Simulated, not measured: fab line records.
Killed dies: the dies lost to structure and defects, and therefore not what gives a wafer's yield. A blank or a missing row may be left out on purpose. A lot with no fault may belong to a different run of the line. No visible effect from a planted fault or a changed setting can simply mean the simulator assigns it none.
Which tool did it? || flow sfq-line || 39 wafers sampled from 13 lots at 1 step of a route of 325

== WHAT THE GAUGES SHOWED, per wafer ==
Not one reading of a measure or inspect step in the record can be checked against a usual standard deviation.

== WHICH TOOL RAN EACH LOT (tool, then ch and the chambers of the sampled wafers, then the start) ==
{"lot": "L849", "SFQ_TRILAYER_I2_VIA_BARC_OPEN_VIA_ETCH_096": "rie-diel-01 ch 0,3, day 37 14:13"}
{"lot": "L850", "SFQ_TRILAYER_I2_VIA_BARC_OPEN_VIA_ETCH_096": "rie-diel-03 ch 1,2,3, day 38 02:13"}
{"lot": "L853", "SFQ_TRILAYER_I2_VIA_BARC_OPEN_VIA_ETCH_096": "rie-diel-02 ch 0,2, day 39 11:59"}
{"lot": "L855", "SFQ_TRILAYER_I2_VIA_BARC_OPEN_VIA_ETCH_096": "rie-diel-02 ch 1,2,3, day 40 13:11"}
{"lot": "L862", "SFQ_TRILAYER_I2_VIA_BARC_OPEN_VIA_ETCH_096": "rie-diel-01 ch 0,2,3, day 43 20:38"}
{"lot": "L863", "SFQ_TRILAYER_I2_VIA_BARC_OPEN_VIA_ETCH_096": "rie-diel-01 ch 0,2, day 44 08:08"}
{"lot": "L865", "SFQ_TRILAYER_I2_VIA_BARC_OPEN_VIA_ETCH_096": "rie-diel-02 ch 0,2,3, day 44 23:44"}
{"lot": "L866", "SFQ_TRILAYER_I2_VIA_BARC_OPEN_VIA_ETCH_096": "rie-diel-03 ch 0,1,2, day 46 00:56"}
{"lot": "L867", "SFQ_TRILAYER_I2_VIA_BARC_OPEN_VIA_ETCH_096": "rie-diel-02 ch 0,2, day 46 04:02"}
{"lot": "L868", "SFQ_TRILAYER_I2_VIA_BARC_OPEN_VIA_ETCH_096": "rie-diel-03 ch 0,2,3, day 46 05:14"}
{"lot": "L869", "SFQ_TRILAYER_I2_VIA_BARC_OPEN_VIA_ETCH_096": "rie-diel-02 ch 0,2, day 46 13:46"}
{"lot": "L870", "SFQ_TRILAYER_I2_VIA_BARC_OPEN_VIA_ETCH_096": "rie-diel-01 ch 0,1,2, day 46 17:22"}
{"lot": "L871", "SFQ_TRILAYER_I2_VIA_BARC_OPEN_VIA_ETCH_096": "rie-diel-03 ch 1,2,3, day 46 22:10"}
- SFQ_TRILAYER_I2_VIA_BARC_OPEN_VIA_ETCH_096: etches BARC in O2, target depth 125 nm, time 41.7 s.

== WHAT THE TOOLS THEMSELVES READ (means of the sampled wafers that have a number; where no wafer has one, the mark that the record gives instead) ==
SFQ_TRILAYER_I2_VIA_BARC_OPEN_VIA_ETCH_096.
{"lot": "L849", "tool": "rie-diel-01", "drypump-motor-current-A (A)": 5.6, "oes-product-au (a.u.)": 0.682, "run-length-s (s)": 70.9}
{"lot": "L850", "tool": "rie-diel-03", "drypump-motor-current-A (A)": 5.5, "oes-product-au (a.u.)": 0.682, "run-length-s (s)": 70.5}
{"lot": "L853", "tool": "rie-diel-02", "drypump-motor-current-A (A)": 5.4, "oes-product-au (a.u.)": 0.685, "run-length-s (s)": 70.3}
{"lot": "L855", "tool": "rie-diel-02", "drypump-motor-current-A (A)": 4.9, "oes-product-au (a.u.)": 0.697, "run-length-s (s)": 68.9}
{"lot": "L862", "tool": "rie-diel-01", "drypump-motor-current-A (A)": 5.8, "oes-product-au (a.u.)": 0.682, "run-length-s (s)": 70.5}
{"lot": "L863", "tool": "rie-diel-01", "drypump-motor-current-A (A)": 5.9, "oes-product-au (a.u.)": 0.692, "run-length-s (s)": 70.4}
{"lot": "L865", "tool": "rie-diel-02", "drypump-motor-current-A (A)": 5.2, "oes-product-au (a.u.)": 0.687, "run-length-s (s)": 69.9}
{"lot": "L866", "tool": "rie-diel-03", "drypump-motor-current-A (A)": 5.6, "oes-product-au (a.u.)": 0.683, "run-length-s (s)": 70.3}
{"lot": "L867", "tool": "rie-diel-02", "drypump-motor-current-A (A)": 5.2, "oes-product-au (a.u.)": 0.686, "run-length-s (s)": 69.9}
{"lot": "L868", "tool": "rie-diel-03", "drypump-motor-current-A (A)": 5.5, "oes-product-au (a.u.)": 0.681, "run-length-s (s)": 70.1}
{"lot": "L869", "tool": "rie-diel-02", "drypump-motor-current-A (A)": 5.2, "oes-product-au (a.u.)": 0.684, "run-length-s (s)": 70.2}
{"lot": "L870", "tool": "rie-diel-01", "drypump-motor-current-A (A)": 5.8, "oes-product-au (a.u.)": 0.686, "run-length-s (s)": 70.5}
{"lot": "L871", "tool": "rie-diel-03", "drypump-motor-current-A (A)": 5.5, "oes-product-au (a.u.)": 0.679, "run-length-s (s)": 70.6}

== THE ANSWER, worked out from the rows above alone ==
Rule: the lots themselves supply what counts as usual. The widest of any qualifying gaps counts: lots, ordered by their means at a reading, are off when they make up no more than a third of the lots, leave a main group of 4 or more, and stand apart from it by 3 or more times the standard deviation of that group's means. Not used: any main group whose means are identical at the precision the tables above print for the reading. A lot without any number at a reading at which 4 lots or more have one is off too. All remaining lots with rows at the step are treated as sound. First the gauges in route order, then the tools' own readings, where a lot's mean is used as printed above. At the first step where some lot is off, the reading lying furthest off is the one used; lots without a number count as furthest.
Off, at SFQ_TRILAYER_I2_VIA_BARC_OPEN_VIA_ETCH_096 on run-length-s: L855. The main group has a mean of 70.3 s with a standard deviation of 0.28.
A tool fits if, at that step or a process step before it, it ran every lot that is off, and no sound lot after the first of them. None of those tried fits.

== WHAT HAD BEEN PUT IN BY THE SIMULATOR ==
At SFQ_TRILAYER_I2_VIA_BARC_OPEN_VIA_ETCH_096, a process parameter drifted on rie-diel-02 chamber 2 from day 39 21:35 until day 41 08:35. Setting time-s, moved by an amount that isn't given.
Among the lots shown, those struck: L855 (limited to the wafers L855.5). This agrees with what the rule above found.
